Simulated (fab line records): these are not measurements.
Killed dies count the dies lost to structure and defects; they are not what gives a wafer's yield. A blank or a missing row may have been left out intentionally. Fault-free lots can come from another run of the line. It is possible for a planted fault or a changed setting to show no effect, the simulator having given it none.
Which tool was responsible? || flow sky130 || 10 lots, 30 wafers sampled, at 5 steps of a route of 708

== WHAT THE GAUGES SHOWED, per wafer ==
SKY_VIA2_RS_MEAS_22: uses a four-point probe to measure.
{"lot": "L856", "measured": "day 36 04:43", "on": "film-metro-04", "VIA2_W_RS (ohm/sq)": "0.269 0.270 0.265"}
{"lot": "L857", "measured": "day 36 18:11", "on": "film-metro-01", "VIA2_W_RS (ohm/sq)": "0.269 0.276 0.275"}
{"lot": "L859", "measured": "day 37 05:33", "on": "film-metro-02", "VIA2_W_RS (ohm/sq)": "0.279 0.277 0.275"}
{"lot": "L869", "measured": "day 40 22:59", "on": "film-metro-02", "VIA2_W_RS (ohm/sq)": "0.213 0.275 0.215"}
{"lot": "L870", "measured": "day 41 04:58", "on": "film-metro-02", "VIA2_W_RS (ohm/sq)": "0.273 0.271 0.266"}
{"lot": "L871", "measured": "day 41 06:25", "on": "film-metro-01", "VIA2_W_RS (ohm/sq)": "0.273 0.215 0.270"}
{"lot": "L872", "measured": "day 41 14:25", "on": "film-metro-01", "VIA2_W_RS (ohm/sq)": "0.272 0.272 0.272"}
{"lot": "L875", "measured": "day 42 17:31", "on": "film-metro-01", "VIA2_W_RS (ohm/sq)": "0.270 0.269 0.271"}
{"lot": "L877", "measured": "day 42 20:07", "on": "film-metro-02", "VIA2_W_RS (ohm/sq)": "0.273 0.270 0.273"}
{"lot": "L878", "measured": "day 43 00:43", "on": "film-metro-01", "VIA2_W_RS (ohm/sq)": "0.268 0.272 0.273"}

SKY_VIA2_THK_MEAS_23: measures by xrf.
{"lot": "L856", "measured": "day 36 04:50", "on": "film-metro-04", "VIA2_W_THK (nm)": "440 439 443"}
{"lot": "L857", "measured": "day 36 18:17", "on": "film-metro-01", "VIA2_W_THK (nm)": "446 435 434"}
{"lot": "L859", "measured": "day 37 05:40", "on": "film-metro-02", "VIA2_W_THK (nm)": "433 437 436"}
{"lot": "L869", "measured": "day 40 23:05", "on": "film-metro-02", "VIA2_W_THK (nm)": "- 435 568"}
{"lot": "L870", "measured": "day 41 05:05", "on": "film-metro-02", "VIA2_W_THK (nm)": "441 444 451"}
{"lot": "L871", "measured": "day 41 06:32", "on": "film-metro-01", "VIA2_W_THK (nm)": "435 - 440"}
{"lot": "L872", "measured": "day 41 14:32", "on": "film-metro-01", "VIA2_W_THK (nm)": "439 441 443"}
{"lot": "L875", "measured": "day 42 17:38", "on": "film-metro-01", "VIA2_W_THK (nm)": "439 441 436"}
{"lot": "L877", "measured": "day 42 20:14", "on": "film-metro-02", "VIA2_W_THK (nm)": "445 455 447"}
{"lot": "L878", "measured": "day 43 00:50", "on": "film-metro-01", "VIA2_W_THK (nm)": "444 434 437"}

== WHAT TOOL EACH LOT RAN ON (gives the tool, then ch and the chambers of the sampled wafers, and finally the start) ==
{"lot": "L856", "SKY_VIA1_ETCH_14": "rie-diel-02 ch 0,3, day 33 20:35", "SKY_VIA2_ETCH_14": "rie-diel-01 ch 1,3, day 36 03:49", "SKY_VIA2_CVD_21": "cvd-w-02 ch 0,1, day 36 04:34"}
{"lot": "L857", "SKY_VIA1_ETCH_14": "rie-diel-02 ch 0,1, day 34 09:44", "SKY_VIA2_ETCH_14": "rie-diel-04 ch 0,1,2, day 36 17:16", "SKY_VIA2_CVD_21": "cvd-w-01 ch 0,1, day 36 18:02"}
{"lot": "L859", "SKY_VIA1_ETCH_14": "rie-diel-01 ch 1,2,3, day 34 21:35", "SKY_VIA2_ETCH_14": "rie-diel-03 ch 1,2, day 37 04:40", "SKY_VIA2_CVD_21": "cvd-w-01 ch 0,1, day 37 05:25"}
{"lot": "L869", "SKY_VIA1_ETCH_14": "rie-diel-01 ch 0,2,3, day 38 17:32", "SKY_VIA2_ETCH_14": "rie-diel-01 ch 0,1,3, day 40 22:02", "SKY_VIA2_CVD_21": "cvd-w-01 ch 0,1, day 40 22:51"}
{"lot": "L870", "SKY_VIA1_ETCH_14": "rie-diel-02 ch 0,2,3, day 38 23:46", "SKY_VIA2_ETCH_14": "rie-diel-04 ch 1,2,3, day 41 04:02", "SKY_VIA2_CVD_21": "cvd-w-02 ch 0,1, day 41 04:50"}
{"lot": "L871", "SKY_VIA1_ETCH_14": "rie-diel-01 ch 0,3, day 39 02:11", "SKY_VIA2_ETCH_14": "rie-diel-04 ch 0,1,2, day 41 05:31", "SKY_VIA2_CVD_21": "cvd-w-01 ch 0,1, day 41 06:16"}
{"lot": "L872", "SKY_VIA1_ETCH_14": "rie-diel-01 ch 1,2,3, day 39 10:36", "SKY_VIA2_ETCH_14": "rie-diel-03 ch 0,1,3, day 41 13:32", "SKY_VIA2_CVD_21": "cvd-w-02 ch 0, day 41 14:17"}
{"lot": "L875", "SKY_VIA1_ETCH_14": "rie-diel-02 ch 0,2,3, day 40 14:43", "SKY_VIA2_ETCH_14": "rie-diel-03 ch 0,2,3, day 42 16:35", "SKY_VIA2_CVD_21": "cvd-w-02 ch 0,1, day 42 17:23"}
{"lot": "L877", "SKY_VIA1_ETCH_14": "rie-diel-01 ch 0,1,3, day 40 16:47", "SKY_VIA2_ETCH_14": "rie-diel-03 ch 1,3, day 42 19:11", "SKY_VIA2_CVD_21": "cvd-w-02 ch 0,1, day 42 19:59"}
{"lot": "L878", "SKY_VIA1_ETCH_14": "rie-diel-02 ch 2,3, day 40 20:50", "SKY_VIA2_ETCH_14": "rie-diel-04 ch 1,2, day 42 23:28", "SKY_VIA2_CVD_21": "cvd-w-02 ch 0,1, day 43 00:35"}
- SKY_VIA1_ETCH_14: etches BARC in N2/H2, stops on SiO2, time 45.9 s, target depth 60 nm.
- SKY_VIA2_ETCH_14: etches BARC in N2/H2, stops on SiO2, time 45.9 s, target depth 60 nm.
- SKY_VIA2_CVD_21: deposits W, target thk 420 nm, time 126.4 s.

== AS READ BY THE TOOLS THEMSELVES (means over the sampled wafers that have a number; for cases with no such wafer, the mark the record gives instead) ==
SKY_VIA1_ETCH_14.
{"lot": "L856", "tool": "rie-diel-02", "drypump-motor-current-A (A)": 6.0, "n2-flow-sccm (sccm)": 100.0, "oes-product-au (a.u.)": 0.858, "throttle-valve-pct (%)": 13.222}
{"lot": "L857", "tool": "rie-diel-02", "drypump-motor-current-A (A)": 6.2, "n2-flow-sccm (sccm)": 100.3, "oes-product-au (a.u.)": 0.855, "throttle-valve-pct (%)": 13.231}
{"lot": "L859", "tool": "rie-diel-01", "drypump-motor-current-A (A)": 5.6, "n2-flow-sccm (sccm)": 100.1, "oes-product-au (a.u.)": 0.856, "throttle-valve-pct (%)": 13.223}
{"lot": "L869", "tool": "rie-diel-01", "drypump-motor-current-A (A)": 5.4, "n2-flow-sccm (sccm)": 100.0, "oes-product-au (a.u.)": 0.853, "throttle-valve-pct (%)": 13.214}
{"lot": "L870", "tool": "rie-diel-02", "drypump-motor-current-A (A)": 6.1, "n2-flow-sccm (sccm)": 100.2, "oes-product-au (a.u.)": 0.862, "throttle-valve-pct (%)": 13.221}
{"lot": "L871", "tool": "rie-diel-01", "drypump-motor-current-A (A)": 5.5, "n2-flow-sccm (sccm)": 99.9, "oes-product-au (a.u.)": 0.855, "throttle-valve-pct (%)": 13.223}
{"lot": "L872", "tool": "rie-diel-01", "drypump-motor-current-A (A)": 5.6, "n2-flow-sccm (sccm)": 100.2, "oes-product-au (a.u.)": 0.854, "throttle-valve-pct (%)": 13.221}
{"lot": "L875", "tool": "rie-diel-02", "drypump-motor-current-A (A)": 6.1, "n2-flow-sccm (sccm)": 99.8, "oes-product-au (a.u.)": 0.856, "throttle-valve-pct (%)": 13.230}
{"lot": "L877", "tool": "rie-diel-01", "drypump-motor-current-A (A)": 5.7, "n2-flow-sccm (sccm)": 100.2, "oes-product-au (a.u.)": 0.850, "throttle-valve-pct (%)": 13.219}
{"lot": "L878", "tool": "rie-diel-02", "drypump-motor-current-A (A)": 5.9, "n2-flow-sccm (sccm)": 100.4, "oes-product-au (a.u.)": 0.853, "throttle-valve-pct (%)": 13.222}

SKY_VIA2_ETCH_14.
{"lot": "L856", "tool": "rie-diel-01", "drypump-motor-current-A (A)": 5.9, "n2-flow-sccm (sccm)": 99.8, "oes-product-au (a.u.)": 0.854, "throttle-valve-pct (%)": 13.224}
{"lot": "L857", "tool": "rie-diel-04", "drypump-motor-current-A (A)": 5.4, "n2-flow-sccm (sccm)": 99.9, "oes-product-au (a.u.)": 0.851, "throttle-valve-pct (%)": 13.236}
{"lot": "L859", "tool": "rie-diel-03", "drypump-motor-current-A (A)": 5.6, "n2-flow-sccm (sccm)": 99.9, "oes-product-au (a.u.)": 0.855, "throttle-valve-pct (%)": 13.221}
{"lot": "L869", "tool": "rie-diel-01", "drypump-motor-current-A (A)": 5.6, "n2-flow-sccm (sccm)": 100.0, "oes-product-au (a.u.)": 0.858, "throttle-valve-pct (%)": 13.217}
{"lot": "L870", "tool": "rie-diel-04", "drypump-motor-current-A (A)": 6.0, "n2-flow-sccm (sccm)": 99.9, "oes-product-au (a.u.)": 0.858, "throttle-valve-pct (%)": 13.227}
{"lot": "L871", "tool": "rie-diel-04", "drypump-motor-current-A (A)": 5.4, "n2-flow-sccm (sccm)": 99.9, "oes-product-au (a.u.)": 0.852, "throttle-valve-pct (%)": 13.231}
{"lot": "L872", "tool": "rie-diel-03", "drypump-motor-current-A (A)": 5.8, "n2-flow-sccm (sccm)": 99.9, "oes-product-au (a.u.)": 0.856, "throttle-valve-pct (%)": 13.223}
{"lot": "L875", "tool": "rie-diel-03", "drypump-motor-current-A (A)": 5.7, "n2-flow-sccm (sccm)": 99.9, "oes-product-au (a.u.)": 0.856, "throttle-valve-pct (%)": 13.231}
{"lot": "L877", "tool": "rie-diel-03", "drypump-motor-current-A (A)": 5.7, "n2-flow-sccm (sccm)": 100.2, "oes-product-au (a.u.)": 0.855, "throttle-valve-pct (%)": 13.226}
{"lot": "L878", "tool": "rie-diel-04", "drypump-motor-current-A (A)": 5.6, "n2-flow-sccm (sccm)": 99.6, "oes-product-au (a.u.)": 0.854, "throttle-valve-pct (%)": 13.225}

SKY_VIA2_CVD_21.
{"lot": "L856", "tool": "cvd-w-02", "heater-power-w (W)": 860}
{"lot": "L857", "tool": "cvd-w-01", "heater-power-w (W)": 839}
{"lot": "L859", "tool": "cvd-w-01", "heater-power-w (W)": 832}
{"lot": "L869", "tool": "cvd-w-01", "heater-power-w (W)": 781}
{"lot": "L870", "tool": "cvd-w-02", "heater-power-w (W)": 865}
{"lot": "L871", "tool": "cvd-w-01", "heater-power-w (W)": 828}
{"lot": "L872", "tool": "cvd-w-02", "heater-power-w (W)": 911}
{"lot": "L875", "tool": "cvd-w-02", "heater-power-w (W)": 865}
{"lot": "L877", "tool": "cvd-w-02", "heater-power-w (W)": 903}
{"lot": "L878", "tool": "cvd-w-02", "heater-power-w (W)": 883}

== THE ANSWER, worked out from the rows above alone ==
Rule: the usual values come from the lots themselves. The widest of any qualifying gaps counts: lots, ordered by their means at a reading, are off when they make up no more than a third of the lots, leave a main group of 4 or more, and stand apart from it by 3 or more times the standard deviation of that group's means. Not used: any main group whose means are identical at the precision the tables above print for the reading. Also off: a lot with no number at a reading for which 4 or more lots have one. All remaining lots with rows at the step are treated as sound. The gauges are gone through in route order, then the tools' own readings, and for those a lot's mean is taken as printed above. At the first step where some lot is off, the reading lying furthest off is the one used; lots without a number count as furthest.
Off: at SKY_VIA2_RS_MEAS_22 (VIA2_W_RS), L869, L871. Main group: mean 0.272 ohm/sq, sd 0.0025.
A tool fits if, at a process step before that reading, it ran every lot that is off, and no sound lot after the first of them. Those tools and the gauges at SKY_VIA2_RS_MEAS_22 are tried in the same way. One fits: SKY_VIA2_CVD_21 on cvd-w-01. Its last sound lot is L859 (day 37 05:25), its first lot that is off L869 (day 40 22:51): a fault that began between those two fits.

== WHAT THE SIMULATOR HAD INSERTED ==
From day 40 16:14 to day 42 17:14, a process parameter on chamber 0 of cvd-w-01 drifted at SKY_VIA2_CVD_21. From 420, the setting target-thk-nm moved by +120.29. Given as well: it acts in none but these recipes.
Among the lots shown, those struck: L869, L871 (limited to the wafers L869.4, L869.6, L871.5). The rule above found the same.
